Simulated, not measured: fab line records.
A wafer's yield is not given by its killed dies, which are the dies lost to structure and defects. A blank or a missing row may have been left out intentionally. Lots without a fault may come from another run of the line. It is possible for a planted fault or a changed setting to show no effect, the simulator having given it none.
Comparing a struck lot with a sound one :: flow sfqLine :: 42 out of 325 route steps
Sound: wafers L346.3, L346.4, L346.6. Struck: wafers L357.2, L357.4, L357.5. At the end, the cause is stated.
Order at every step that has rows: each side's tool, ch and its chambers, its first start. Under that, the readings that differ: sound wafers :: struck wafers :: difference of the means :: sigmas: that difference in standard deviations of wafers without a fault.
alike: readings whose means differ by less than 2 such deviations, and words and numbers that are the same on both sides. not compared: withheld readings, readings that some wafer has no value for, bounds like >300 that may hide the same value, and numbers for which the record gives no deviation and whose values overlap.
A row with sigmas, a row that says differs or no value, or rows on one side alone: a step with any of these is where the two part. Numbers that have no deviation but don't overlap get no sigmas and don't part them. A reading that every wafer of one side lacks parts them only if that side has two wafers or more.

first, 3 steps without rows for these wafers: SFQ_TRILAYER_L0_ETCH_METAL_ETCH_008 (etches MoNx KI in SF6/O2, stops on SiO2, target depth 50 nm, time 25 s); SFQ_TRILAYER_L0_STRIP_STRIP_009 (strips in O2); SFQ_TRILAYER_L0_STRIP_SOLV_CLEAN_010 (cleans in NMP, time 600 s).
SFQ_TRILAYER_L0_CAP_PECVD_011: deposits SiO2 from SiH4/N2O, time 13.333 s, target thk 60 nm.
  sound on pecvd-03 ch 0,1, day 4 08:52; struck on pecvd-03 ch 0,1,2, day 7 11:09
  alike: heaterPowerW, throttleValvePct
then, 6 steps without rows for these wafers: SFQ_TRILAYER_L0_VIA_LITHO_COAT_018 (resist thk 62 nm); SFQ_TRILAYER_L0_VIA_LITHO_COAT_013 (resist thk 650 nm); SFQ_TRILAYER_L0_VIA_LITHO_SOFTBAKE_017; SFQ_TRILAYER_L0_VIA_LITHO_EXPOSE_014 (exposes mask L0V, target cd 700 nm); SFQ_TRILAYER_L0_VIA_LITHO_PEB_016 (peb time 60 s); SFQ_TRILAYER_L0_VIA_LITHO_DEVELOP_015 (time 60 s).
-- the record jumps here: 4 days lie between the struck wafers' starts before and after --
SFQ_L0V_OVL_MEAS_903:
  sound on overlay-02, day 7 22:05; struck on overlay-01, day 11 19:28
  alike: L0V_OVL
then, 1 step without rows for these wafers: SFQ_TRILAYER_L0_VIA_BARC_OPEN_VIA_ETCH_021 (etches BARC in O2, target depth 125 nm, time 41.7 s).
SFQ_TRILAYER_L0_VIA_ETCH_VIA_ETCH_016: etches SiO2 in CHF3, stops on MoNx KI, target depth 80 nm.
  sound on rieDiel-01 ch 0,1,2, day 7 22:09; struck on rieDiel-03 ch 1,2,3, day 11 19:32
  no value came back on the struck wafers for biasW (W), chamberPressureMTorr (mTorr), drypumpMotorCurrentA (A), oesProductAu (a.u.); on the sound wafers biasW (W) reads 80.34 79.62 79.80
reading: model.KrF_of_TRILAYER_L0_VIA_LITHO_COAT_013.thkNm (nm)
sound: 561 558.8 560.9
struck: 576.5 573.4 577
difference: +15.4
sigmas: 
SFQ_TRILAYER_L0_VIA_STRIP_STRIP_017: strips in O2.
  sound on rieMetal-02 ch 0,1, day 7 22:24; struck on rieMetal-03 ch 0,1, day 11 19:35
  alike: drypumpMotorCurrentA, oesProductAu, platenTempC
  not compared: rfHoursCounterH
then, 3 steps without rows for these wafers: SFQ_TRILAYER_L0_VIA_STRIP_SOLV_CLEAN_018 (cleans in NMP, time 600 s); SFQ_TRILAYER_M0_DEP_PRE_CLEAN_020 (time 15 s); SFQ_TRILAYER_M0_DEP_SPUTTER_019 (material Nb, target thk 200 nm, time 133.3 s).
SFQ_M0_RS_MEAS_904: the measuring method here is four-point-probe.
  sound on filmMetro-01, day 7 23:08; struck on filmMetro-04, day 11 20:30
  alike: M0_NB_RS
then, 6 steps without rows for these wafers: SFQ_TRILAYER_M0_LITHO_COAT_026 (resist thk 62 nm); SFQ_TRILAYER_M0_LITHO_COAT_021 (resist thk 600 nm); SFQ_TRILAYER_M0_LITHO_SOFTBAKE_025; SFQ_TRILAYER_M0_LITHO_EXPOSE_022 (exposes mask M0, target cd 500 nm); SFQ_TRILAYER_M0_LITHO_PEB_024 (peb time 60 s); SFQ_TRILAYER_M0_LITHO_DEVELOP_023 (time 60 s).
-- the record jumps here: 5 days lie between the struck wafers' starts before and after --
SFQ_M0_OVL_MEAS_906:
  sound on overlay-02, day 12 03:53; struck on overlay-02, day 16 17:55
  alike: M0_OVL
then, 2 steps without rows for these wafers: SFQ_TRILAYER_M0_BARC_OPEN_METAL_ETCH_031 (etches BARC in O2, target depth 125 nm, time 41.7 s); SFQ_TRILAYER_M0_ETCH_METAL_ETCH_024 (etches Nb in Cl2/Ar, stops on SiO2, target depth 240 nm, time 120 s).
SFQ_TRILAYER_M0_STRIP_STRIP_025: strips in O2.
  sound on rieMetal-02 ch 0,1, day 12 04:17; struck on rieMetal-03 ch 0,1, day 16 18:08
  alike: drypumpMotorCurrentA, oesProductAu, platenTempC
  not compared: rfHoursCounterH
then, 2 steps without rows for these wafers: SFQ_TRILAYER_M0_STRIP_SOLV_CLEAN_026 (cleans in NMP, time 600 s); SFQ_TRILAYER_I0_DEP_PECVD_027 (deposits SiO2 from SiH4/N2O, time 111.11 s, target thk 500 nm).
SFQ_TRILAYER_I0_CMP_CMP_028: polishes SiO2.
  sound on cmp-02 ch 0,1,3, day 12 09:22; struck on cmp-02 ch 1,2,3, day 16 19:59
  alike: motorCurrentA, timeToEndpointS
SFQ_I0_BOW_MEAS_907:
  sound on filmMetro-01, day 12 12:25; struck on filmMetro-01, day 16 22:01
  alike: I0_BOW
SFQ_TRILAYER_I0_METRO_MEASURE_029:
  sound on filmMetro-01, day 12 12:53; struck on filmMetro-01, day 16 22:19
  alike: thkNm
then, 6 steps without rows for these wafers: SFQ_TRILAYER_I0_VIA_LITHO_COAT_036 (resist thk 62 nm); SFQ_TRILAYER_I0_VIA_LITHO_COAT_031 (resist thk 650 nm); SFQ_TRILAYER_I0_VIA_LITHO_SOFTBAKE_035; SFQ_TRILAYER_I0_VIA_LITHO_EXPOSE_032 (exposes mask I0, target cd 500 nm); SFQ_TRILAYER_I0_VIA_LITHO_PEB_034 (peb time 60 s); SFQ_TRILAYER_I0_VIA_LITHO_DEVELOP_033 (time 60 s).
SFQ_I0_OVL_MEAS_908:
  sound on overlay-01, day 13 16:48; struck on overlay-02, day 17 01:34
  alike: I0_OVL
then, 1 step without rows for these wafers: SFQ_TRILAYER_I0_VIA_BARC_OPEN_VIA_ETCH_046 (etches BARC in O2, target depth 125 nm, time 41.7 s).
-- the record jumps here: 75 days lie between the struck wafers' starts before and after --
SFQ_M8_BOW_MEAS_951:
  sound on filmMetro-02, day 77 23:57; struck on filmMetro-02, day 92 01:48
reading: model.etest.l0v.linkOhm
sound: 44.87 44.52 44.46
struck: 1e+06 1e+06 1e+06
difference: +1e+06
sigmas: 
  alike: M8_BOW

WHERE THEY PART
Only at SFQ_TRILAYER_L0_VIA_ETCH_VIA_ETCH_016, as far as this record shows. Later steps at which nothing parts them and some readings are alike: SFQ_TRILAYER_L0_VIA_STRIP_STRIP_017, SFQ_M0_RS_MEAS_904, SFQ_M0_OVL_MEAS_906, SFQ_TRILAYER_M0_STRIP_STRIP_025, SFQ_TRILAYER_I0_CMP_CMP_028, SFQ_I0_BOW_MEAS_907, SFQ_TRILAYER_I0_METRO_MEASURE_029, SFQ_I0_OVL_MEAS_908, SFQ_M8_BOW_MEAS_951.

WHY: whatever the simulator had introduced
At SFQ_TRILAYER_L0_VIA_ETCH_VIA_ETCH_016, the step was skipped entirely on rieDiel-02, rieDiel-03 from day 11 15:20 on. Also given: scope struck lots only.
